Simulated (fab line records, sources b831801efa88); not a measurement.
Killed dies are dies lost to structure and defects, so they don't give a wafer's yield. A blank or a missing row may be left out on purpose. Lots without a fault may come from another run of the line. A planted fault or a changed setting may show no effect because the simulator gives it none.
fab line records | flow gf180mcu | part 1 of 2: steps 1 to 24 of 34
record lots=5 wafers=15 last_day=33
route steps=602 shown V4@485 MIM@503
lots that met no fault: from a run of the same line without faults
start_h: hours from the record's first day to the start of the lot's first wafer shown | wait_h: hours since the lot's step before | " the same as in the row above | L1.1+2: a row that stands for several wafers | - no value, or no start given | * or withheld: withheld | < > ~ a bound
route shown NAME@n: a module of which the file shows steps, and the number in the route of the first | usual: mean/standard deviation of fault-free wafers | same: alike in all rows | chamber/n: place in a boat | sites: the reading at each site | _std_site: their standard deviation | _edge_site: outer sites' mean less inner sites' | radius_mm: how far each site lies from the wafer's centre | mask NAME#n: copy n | behind: the tool/chamber that last shaped the wafer | hold: why the lot was held/for how many hours/how that ended | device: the transistor (n, p or np) that didn't switch | end of line: the same wafers' tests at the end of the route | a step without rows: its recipe alone | killed: dies lost to structure and defects at the first sort, not the wafer's yield | map: a wafer's dies, x killed, . not, _ none there
set.NAME: the setting as run; set.NAME@STEP: as run at that earlier step | model.NAME: the simulator's own value behind a step, which no gauge read
lots at some steps of the route; a table a step, a row a wafer
services: from which hour (start_h, from the record's first day; less than 0 if before it) a tool's chamber was out of use, for how many hours, and why
## steps
# step GF_V4_COAT_09
# recipe resist=KrF spin_rpm=withheld resist_thk_nm=1000
# usual chill_plate_temp_C=22.98/0.11
# columns lot.wafer tool chamber start_h wait_h chill_plate_temp_C
L083.2 litho_track-02 0 - - 22.94
L083.3 " 0 " " 23.09
L083.6 " 0 " " 22.99
L088.1 litho_track-04 0 - - 22.98
L088.3 " 0 " " 23.14
L088.4 " 0 " " 23.08
L092.2 litho_track-03 0 - - 22.97
L092.4 " 0 " " 22.95
L092.5 " 0 " " 23.01
L093.2 litho_track-02 0 - - 23.03
L093.3 " 0 " " 22.97
L093.5 " 0 " " 23.06
L094.2 litho_track-03 0 - - 23.08
L094.3 " 0 " " 23.07
L094.6 " 0 " " 23.13
# step GF_V4_SOFTBAKE_10
# recipe temp_c=130 time_s=60 resist=KrF
# usual chill_plate_temp_C=23.02/0.1
# columns lot.wafer tool chamber start_h wait_h chill_plate_temp_C
L083.2 litho_track-02 0 - - 22.96
L083.3 " 0 " " 23.16
L083.6 " 0 " " 23.18
L088.1 litho_track-04 0 - - 23.11
L088.3 " 0 " " 23.13
L088.4 " 0 " " 22.95
L092.2 litho_track-03 0 - - 23.16
L092.4 " 0 " " 22.94
L092.5 " 0 " " 23.13
L093.2 litho_track-02 0 - - 23.10
L093.3 " 0 " " 23.05
L093.5 " 0 " " 22.94
L094.2 litho_track-03 0 - - 22.98
L094.3 " 0 " " 22.96
L094.6 " 0 " " 22.89
# step GF_V4_EXPOSE_11
# recipe mask_id=Via4 target_cd_nm=260 na=0.68 source_shape=conventional sigma_outer=0.6 dose_mj=38
# usual exposure_dose_mJ_cm2=37.97/0.037
# columns lot.wafer tool chamber start_h wait_h mask exposure_dose_mJ_cm2
L083.2 krf_scanner-01 0 - - Via4#0 38.00
L083.3 " 0 " " Via4#0 37.95
L083.6 " 0 " " Via4#0 37.99
L088.1 krf_scanner-02 0 - - Via4#0 38.00
L088.3 " 0 " " Via4#0 37.96
L088.4 " 0 " " Via4#0 37.96
L092.2 krf_scanner-02 0 - - Via4#0 37.93
L092.4 " 0 " " Via4#0 37.92
L092.5 " 0 " " Via4#0 37.94
L093.2 krf_scanner-02 0 - - Via4#0 37.97
L093.3 " 0 " " Via4#0 38.04
L093.5 " 0 " " Via4#0 37.98
L094.2 krf_scanner-02 0 - - Via4#0 38.01
L094.3 " 0 " " Via4#0 37.99
L094.6 " 0 " " Via4#0 38.01
# step GF_V4_PEB_12
# recipe peb_temp_c=135 peb_time_s=90 resist=KrF
# usual chill_plate_temp_C=23.04/0.1
# columns lot.wafer tool chamber start_h wait_h chill_plate_temp_C
L083.2 litho_track-02 0 - - 23.08
L083.3 " 0 " " 22.98
L083.6 " 0 " " 22.93
L088.1 litho_track-04 0 - - 23.02
L088.3 " 0 " " 23.02
L088.4 " 0 " " 22.99
L092.2 litho_track-02 0 - - 23.02
L092.4 " 0 " " 23.02
L092.5 " 0 " " 23.06
L093.2 litho_track-02 0 - - 23.05
L093.3 " 0 " " 22.85
L093.5 " 0 " " 23.10
L094.2 litho_track-04 0 - - 22.97
L094.3 " 0 " " 23.08
L094.6 " 0 " " 23.06
# step GF_V4_DEVELOP_13
# recipe develop_time_s=60 resist=KrF dev_temp_c=21
# usual chill_plate_temp_C=23.00/0.095
# columns lot.wafer tool chamber start_h wait_h chill_plate_temp_C
L083.2 litho_track-02 0 636.54 0.2 22.99
L083.3 " 0 " " 23.18
L083.6 " 0 " " 22.92
L088.1 litho_track-04 0 673.10 0.2 23.13
L088.3 " 0 " " 22.94
L088.4 " 0 " " 23.01
L092.2 litho_track-02 0 697.04 0.2 23.06
L092.4 " 0 " " 23.08
L092.5 " 0 " " 23.00
L093.2 litho_track-02 0 704.99 0.2 22.96
L093.3 " 0 " " 23.00
L093.5 " 0 " " 22.89
L094.2 litho_track-04 0 708.07 0.2 22.82
L094.3 " 0 " " 23.05
L094.6 " 0 " " 23.00
# step GF_V4_CD_MEAS_14
# recipe target_cd_nm=260
# usual cd_nm=260.0/1.2
# columns lot.wafer tool chamber start_h wait_h cd_nm
L083.2 cd_sem-02 - 636.68 0.1 260.1
L083.3 " - " " 260.3
L083.6 " - " " 261.1
L088.1 cd_sem-01 - 673.25 0.1 259.3
L088.3 " - " " 259.7
L088.4 " - " " 260.1
L092.2 cd_sem-01 - 697.18 0.1 259.3
L092.4 " - " " 260.1
L092.5 " - " " 260.3
L093.2 cd_sem-01 - 705.13 0.1 259.8
L093.3 " - " " 259.0
L093.5 " - " " 259.6
L094.2 cd_sem-02 - 708.22 0.1 261.1
L094.3 " - " " 260.0
L094.6 " - " " 261.0
# step GF_V4_OVL_MEAS_15
# usual V4_OVL=-2/4.8
# columns lot.wafer tool chamber start_h wait_h V4_OVL[nm]
L083.2 overlay-02 - 636.79 0.1 -4
L083.3 " - " " -7
L083.6 " - " " -7
L088.1 overlay-02 - 673.37 0.1 -5
L088.3 " - " " -5
L088.4 " - " " -8
L092.2 overlay-01 - 697.29 0.1 -5
L092.4 " - " " -14
L092.5 " - " " -7
L093.2 overlay-02 - 705.24 0.1 0
L093.3 " - " " -1
L093.5 " - " " 4
L094.2 overlay-01 - 708.32 0.1 3
L094.3 " - " " -3
L094.6 " - " " -1
# step GF_V4_ETCH_16
# recipe chemistry=N2/H2 target_depth_a=withheld overetch_a=withheld time_s=withheld target=BARC ion_energy_ev=200 source_w=500 bias_w=100 pressure_mtorr=30 n2_flow_sccm=100 h2_flow_sccm=200
# usual bias_w=100.00/0.29 chamber_pressure_mTorr=30.001/0.029 drypump_motor_current_A=5.8/0.46 oes_product_au=0.854/0.0049 throttle_valve_pct=13.226/0.0099
# columns lot.wafer tool chamber start_h wait_h bias_w chamber_pressure_mTorr drypump_motor_current_A oes_product_au throttle_valve_pct
L083.2 rie_diel-04 2 636.82 0.0 99.97 29.918 5.7 0.854 13.228
L083.3 " 0 " " 100.05 29.977 6.4 0.852 13.229
L083.6 " 1 " " 99.85 29.966 6.5 0.862 13.204
L088.1 rie_diel-02 1 673.40 0.0 100.57 30.006 5.1 0.854 13.240
L088.3 " 2 " " 100.19 29.957 5.8 0.852 13.221
L088.4 " 3 " " 99.91 29.979 6.1 0.855 13.255
L092.2 rie_diel-04 1 697.32 0.0 99.57 29.933 6.5 0.852 13.218
L092.4 " 0 " " 100.20 30.024 6.3 0.849 13.228
L092.5 " 1 " " 100.02 29.996 6.5 0.860 13.240
L093.2 rie_diel-04 0 705.27 0.0 99.99 30.055 6.4 0.851 13.230
L093.3 " 1 " " 99.98 29.954 6.5 0.857 13.228
L093.5 " 0 " " 99.88 30.048 6.4 0.865 13.227
L094.2 rie_diel-01 1 708.35 0.0 100.07 30.015 5.5 0.858 13.220
L094.3 " 0 " " 100.32 30.036 6.2 0.858 13.231
L094.6 " 3 " " 99.83 30.000 5.4 0.855 13.222
# step GF_V4_ETCH_17
# recipe chemistry=C4F8/O2/Ar mask_material=KrF target=SiO2 stop_on=TiN source_w=1500 bias_w=1200 pressure_mtorr=40 c4f8_flow_sccm=withheld O2_flow_sccm=6 Ar_flow_sccm=300 time_s=withheld target_depth_a=6300
# usual bias_w=1200/4.2 chamber_pressure_mTorr=40.00/0.034 oes_product_au=0.857/0.0047
# columns lot.wafer tool chamber start_h wait_h bias_w chamber_pressure_mTorr oes_product_au
L083.2 rie_diel-04 2 - - 1204 39.97 0.863
L083.3 " 0 " " 1192 40.04 0.864
L083.6 " 1 " " 1204 40.00 0.867
L088.1 rie_diel-02 1 - - 1208 40.00 0.854
L088.3 " 2 " " 1197 39.99 0.857
L088.4 " 3 " " 1201 39.98 0.865
L092.2 rie_diel-04 1 - - 1200 39.98 0.860
L092.4 " 0 " " 1194 40.06 0.849
L092.5 " 1 " " 1198 40.03 0.854
L093.2 rie_diel-04 0 - - 1203 39.99 0.857
L093.3 " 1 " " 1202 39.99 0.843
L093.5 " 0 " " 1197 39.94 0.858
L094.2 rie_diel-01 1 - - 1202 39.96 0.866
L094.3 " 0 " " 1204 39.99 0.856
L094.6 " 3 " " 1189 40.02 0.858
# step GF_V4_STRIP_18
# recipe chemistry=O2/N2 power_w=1400 pressure_mtorr=1500 platen_temp_c=250 o2_flow_sccm=3000 n2_flow_sccm=300 overash_fraction=0.5
# usual chamber_pressure_mTorr=1499.9/1.3 drypump_motor_current_A=5.51/0.24 heater_power_w=359/40 oes_product_au=0.593/0.0046 platen_temp_c=250.00/0.2
# columns lot.wafer tool chamber start_h wait_h chamber_pressure_mTorr drypump_motor_current_A heater_power_w oes_product_au platen_temp_c rf_hours_counter_h
L083.2 plasma_asher-03 0 636.95 - 1499.8 5.09 344 0.591 250.06 86
L083.3 " 1 " " 1500.8 5.24 322 0.603 249.70 -
L083.6 " 1 " " 1499.9 5.23 324 0.595 250.08 -
L088.1 plasma_asher-01 0 673.53 - 1501.6 5.80 375 0.593 249.83 26
L088.3 " 1 " " 1498.1 5.50 313 0.584 250.32 -
L088.4 " 0 " " 1500.0 5.81 384 0.585 249.96 -
L092.2 plasma_asher-03 1 697.45 - 1500.1 5.24 327 0.589 249.97 92
L092.4 " 1 " " 1500.0 5.23 336 0.589 249.90 -
L092.5 " 1 " " 1498.0 5.25 331 0.581 249.72 -
L093.2 plasma_asher-02 0 705.40 - 1501.0 5.48 336 0.580 249.57 61
L093.3 " 0 " " 1499.3 5.53 340 0.594 249.93 -
L093.5 " 0 " " 1501.1 5.48 333 0.592 249.81 -
L094.2 plasma_asher-02 0 708.48 - 1496.5 5.50 327 0.590 250.00 62
L094.3 " 0 " " 1502.6 5.54 331 0.591 249.74 -
L094.6 " 0 " " 1497.6 5.47 324 0.594 249.96 -
# step GF_V4_STRIP_19
# recipe chemistry=post_etch_residue_remover time_s=1200 temp_c=72.5
# columns lot.wafer tool chamber start_h wait_h
L083.2+3+6 wet_bench-02 2 637.05 0.1
L088.1+3+4 wet_bench-04 1 673.63 0.1
L092.2+4+5 wet_bench-02 1 697.55 0.1
L093.2+3+5 wet_bench-04 3 705.50 0.1
L094.2+3+6 wet_bench-02 0 708.58 0.1
# step GF_V4_CLEAN_20
# recipe chemistry=DIW dry=n2_spin
# columns lot.wafer tool chamber start_h wait_h
L083.2+3+6 wet_bench-01 3 637.39 0.0
L088.1+3+4 wet_bench-02 2 673.98 0.0
L092.2+4+5 wet_bench-04 1 697.89 0.0
L093.2+3+5 wet_bench-02 1 705.84 0.0
L094.2+3+6 wet_bench-01 3 708.92 0.0
# step GF_V4_SPUTTER_21
# recipe material=Ti target_thk_nm=15 chamber_pressure_pa=5 power_w=2500 substrate_temp_c=200 time_s=80.02
# usual throttle_valve_pct=29.5/0.88
# columns lot.wafer tool chamber start_h wait_h throttle_valve_pct
L083.2 pvd_sputter-03 - 637.48 0.0 28.9
L083.3 " - " " 28.6
L083.6 " - " " 30.2
L088.1 pvd_sputter-02 - 674.08 0.0 30.6
L088.3 " - " " 30.5
L088.4 " - " " 27.7
L092.2 pvd_sputter-04 - 697.98 0.0 29.5
L092.4 " - " " 30.9
L092.5 " - " " 29.3
L093.2 pvd_sputter-03 - 705.93 0.0 29.0
L093.3 " - " " 30.1
L093.5 " - " " 30.2
L094.2 pvd_sputter-03 - 709.02 0.0 30.2
L094.3 " - " " 30.5
L094.6 " - " " 28.7
# step GF_V4_SPUTTER_22
# recipe material=TiN target_thk_nm=10 chamber_pressure_pa=5 power_w=4000 time_s=40
# usual throttle_valve_pct=29.5/0.85
# columns lot.wafer tool chamber start_h wait_h throttle_valve_pct
L083.2 pvd_sputter-03 - 637.54 0.0 28.8
L083.3 " - " " 28.9
L083.6 " - " " 29.9
L088.1 pvd_sputter-02 - 674.14 0.0 31.0
L088.3 " - " " 30.5
L088.4 " - " " 27.9
L092.2 pvd_sputter-04 - 698.04 0.0 29.3
L092.4 " - " " 31.0
L092.5 " - " " 29.2
L093.2 pvd_sputter-03 - 705.99 0.0 28.8
L093.3 " - " " 30.2
L093.5 " - " " 30.0
L094.2 pvd_sputter-03 - 709.09 0.0 30.0
L094.3 " - " " 30.3
L094.6 " - " " 28.7
# step GF_V4_CVD_23
# recipe material=W target_thk_nm=350 time_s=104.9 temp_c=400 pressure_torr=40
# usual heater_power_w=816/42
# columns lot.wafer tool chamber start_h wait_h heater_power_w
L083.2 cvd_w-02 1 637.58 0.0 895
L083.3 " 1 " " 886
L083.6 " 1 " " 885
L088.1 cvd_w-02 0 674.18 0.0 799
L088.3 " 1 " " 875
L088.4 " 0 " " 803
L092.2 cvd_w-01 0 698.08 0.0 839
L092.4 " 1 " " 771
L092.5 " 1 " " 757
L093.2 cvd_w-01 0 706.03 0.0 826
L093.3 " 1 " " 755
L093.5 " 1 " " 772
L094.2 cvd_w-01 1 709.12 0.0 760
L094.3 " 1 " " 774
L094.6 " 1 " " 769
# step GF_V4_RS_MEAS_24
# recipe thk_meas_gauge=four-point-probe reads=W_of_V4_CVD_23+TiN_of_V4_SPUTTER_22+Ti_of_V4_SPUTTER_21
# usual V4_W_RS=0.332/0.0045
# columns lot.wafer tool chamber start_h wait_h V4_W_RS[ohm/sq]
L083.2 film_metro-01 - 637.71 0.1 0.338
L083.3 " - " " 0.336
L083.6 " - " " 0.340
L088.1 film_metro-04 - 674.29 0.1 0.330
L088.3 " - " " 0.336
L088.4 " - " " 0.330
L092.2 film_metro-04 - 698.21 0.1 0.330
L092.4 " - " " 0.324
L092.5 " - " " 0.325
L093.2 film_metro-04 - 706.16 0.1 0.331
L093.3 " - " " 0.325
L093.5 " - " " 0.325
L094.2 film_metro-01 - 709.26 0.1 0.332
L094.3 " - " " 0.330
L094.6 " - " " 0.329
# step GF_V4_THK_MEAS_25
# recipe thk_meas_gauge=xrf reads=W_of_V4_CVD_23
# usual V4_W_THK=359/6.1
# columns lot.wafer tool chamber start_h wait_h V4_W_THK[nm]
L083.2 film_metro-01 - 637.82 0.1 350
L083.3 " - " " 357
L083.6 " - " " 349
L088.1 film_metro-04 - 674.41 0.1 363
L088.3 " - " " 358
L088.4 " - " " 366
L092.2 film_metro-04 - 698.32 0.1 358
L092.4 " - " " 367
L092.5 " - " " 367
L093.2 film_metro-04 - 706.27 0.1 363
L093.3 " - " " 369
L093.5 " - " " 367
L094.2 film_metro-01 - 709.37 0.1 356
L094.3 " - " " 357
L094.6 " - " " 360
# step GF_V4_CMP_26
# recipe stop_on=SiO2 down_force_psi=3.5 platen_rpm=60 t_overpolish_s=15 target_thk_nm=0 pad_velocity_m_s=0.94248
# usual motor_current_A=10.8/0.94 overpolish_run_s=14.999/0.0091 time_to_endpoint_s=87/3.8
# columns lot.wafer tool chamber start_h wait_h motor_current_A overpolish_run_s time_to_endpoint_s
L083.2 cmp-01 1 637.92 0.1 9.1 15.007 87
L083.3 " 3 " " 12.1 15.004 80
L083.6 " 1 " " 9.4 14.981 86
L088.1 cmp-02 2 674.47 0.1 11.6 14.991 89
L088.3 " 3 " " 11.6 15.000 83
L088.4 " 1 " " 9.5 15.003 93
L092.2 cmp-01 3 698.47 0.1 11.9 14.990 83
L092.4 " 0 " " 10.4 14.990 93
L092.5 " 1 " " 9.1 15.003 87
L093.3 cmp-02 2 706.37 0.1 11.4 14.992 92
L093.2 " 3 " " 11.3 14.996 83
L093.5 " 1 " " 9.8 14.998 95
L094.2 cmp-01 3 709.42 0.0 11.8 15.005 82
L094.3 " 2 " " 11.4 15.011 86
L094.6 " 3 " " 11.5 15.005 85
# step GF_MIM_SPUTTER_00
# recipe material=Ti target_thk_nm=37.5 arriving_ion_energy_ev=80 substrate_temp_c=200 chamber_pressure_pa=2 power_w=4000 time_s=150
# usual throttle_valve_pct=29.7/0.76
# columns lot.wafer tool chamber start_h wait_h throttle_valve_pct
L083.2 pvd_sputter-01 - 638.17 0.2 28.5
L083.3 " - " " 30.9
L083.6 " - " " 30.8
L088.1 pvd_sputter-03 - 674.77 0.2 30.1
L088.3 " - " " 28.8
L088.4 " - " " 28.8
L092.2 pvd_sputter-03 - 698.67 0.1 30.2
L092.4 " - " " 29.0
L092.5 " - " " 30.1
L093.2 pvd_sputter-04 - 706.62 0.1 29.1
L093.3 " - " " 29.5
L093.5 " - " " 29.2
L094.2 pvd_sputter-01 - 709.72 0.2 31.0
L094.3 " - " " 28.8
L094.6 " - " " 30.9
# step GF_MIM_SPUTTER_01
# recipe material=TiN target_thk_nm=30 power_w=6500 time_s=25 chamber_pressure_pa=0.4
# usual throttle_valve_pct=29.7/0.78
# columns lot.wafer tool chamber start_h wait_h throttle_valve_pct
L083.2 pvd_sputter-01 - 638.27 0.1 28.6
L083.3 " - " " 30.9
L083.6 " - " " 31.1
L088.1 pvd_sputter-03 - 674.87 0.1 30.0
L088.3 " - " " 29.2
L088.4 " - " " 28.8
L092.2 pvd_sputter-03 - 698.77 0.1 30.3
L092.4 " - " " 28.6
L092.5 " - " " 30.4
L093.2 pvd_sputter-04 - 706.72 0.1 29.1
L093.3 " - " " 29.2
L093.5 " - " " 29.5
L094.2 pvd_sputter-01 - 709.82 0.1 31.2
L094.3 " - " " 29.0
L094.6 " - " " 30.7
# step GF_MIM_SPUTTER_02
# recipe material=AlCu target_thk_nm=450 power_w=10600 time_s=23.9 chamber_pressure_pa=0.4
# usual throttle_valve_pct=29.7/0.77
# columns lot.wafer tool chamber start_h wait_h throttle_valve_pct
L083.2 pvd_sputter-01 - 638.30 0.0 28.7
L083.3 " - " " 30.7
L083.6 " - " " 30.7
L088.1 pvd_sputter-03 - 674.90 0.0 29.9
L088.3 " - " " 29.1
L088.4 " - " " 28.8
L092.2 pvd_sputter-03 - 698.80 0.0 30.2
L092.4 " - " " 28.8
L092.5 " - " " 30.0
L093.2 pvd_sputter-04 - 706.75 0.0 29.1
L093.3 " - " " 29.5
L093.5 " - " " 29.3
L094.2 pvd_sputter-01 - 709.85 0.0 31.1
L094.3 " - " " 29.1
L094.6 " - " " 30.9
# step GF_MIM_SPUTTER_03
# recipe material=Ti target_thk_nm=10 substrate_temp_c=300 chamber_pressure_pa=0.3 power_w=3000 time_s=6.7
# usual throttle_valve_pct=29.7/0.77
# columns lot.wafer tool chamber start_h wait_h throttle_valve_pct
L083.2 pvd_sputter-01 - 638.33 0.0 28.8
L083.3 " - " " 31.1
L083.6 " - " " 30.9
L088.1 pvd_sputter-03 - 674.93 0.0 30.2
L088.3 " - " " 28.7
L088.4 " - " " 28.6
L092.2 pvd_sputter-03 - 698.83 0.0 30.1
L092.4 " - " " 29.0
L092.5 " - " " 30.0
L093.2 pvd_sputter-04 - 706.78 0.0 29.2
L093.3 " - " " 29.4
L093.5 " - " " 29.2
L094.2 pvd_sputter-01 - 709.88 0.0 31.1
L094.3 " - " " 28.8
L094.6 " - " " 30.6
# step GF_MIM_SPUTTER_04
# recipe material=TiN target_thk_nm=50 power_w=6500 time_s=41.7 chamber_pressure_pa=0.4
# usual throttle_valve_pct=29.7/0.77
# columns lot.wafer tool chamber start_h wait_h throttle_valve_pct
L083.2 pvd_sputter-01 - 638.35 0.0 28.8
L083.3 " - " " 30.8
L083.6 " - " " 31.0
L088.1 pvd_sputter-03 - 674.95 0.0 30.3
L088.3 " - " " 28.9
L088.4 " - " " 28.8
L092.2 pvd_sputter-03 - 698.85 0.0 30.3
L092.4 " - " " 28.6
L092.5 " - " " 30.1
L093.2 pvd_sputter-04 - 706.80 0.0 29.4
L093.3 " - " " 29.1
L093.5 " - " " 29.1
L094.2 pvd_sputter-01 - 709.90 0.0 30.9
L094.3 " - " " 29.1
L094.6 " - " " 30.7
# step GF_MIM_CVD_05
# recipe material=Si3N4 target_thk_nm=42 temp_max_c=400 temp_c=385 time_s=29.086 rf_w=450
# usual heater_power_w=666/76
# columns lot.wafer tool chamber start_h wait_h heater_power_w
L083.2 pecvd-02 0 638.39 0.0 772
L083.3 " 1 " " 673
L083.6 " 1 " " 684
L088.1 pecvd-02 0 674.99 0.0 818
L088.3 " 1 " " 675
L088.4 " 1 " " 688
L092.2 pecvd-03 0 698.89 0.0 652
L092.4 " 0 " " 650
L092.5 " 2 " " 563
L093.2 pecvd-02 2 706.84 0.0 554
L093.3 " 0 " " 790
L093.5 " 0 " " 792
L094.2 pecvd-03 0 709.94 0.0 544
L094.3 " 2 " " 552
L094.6 " 0 " " 532
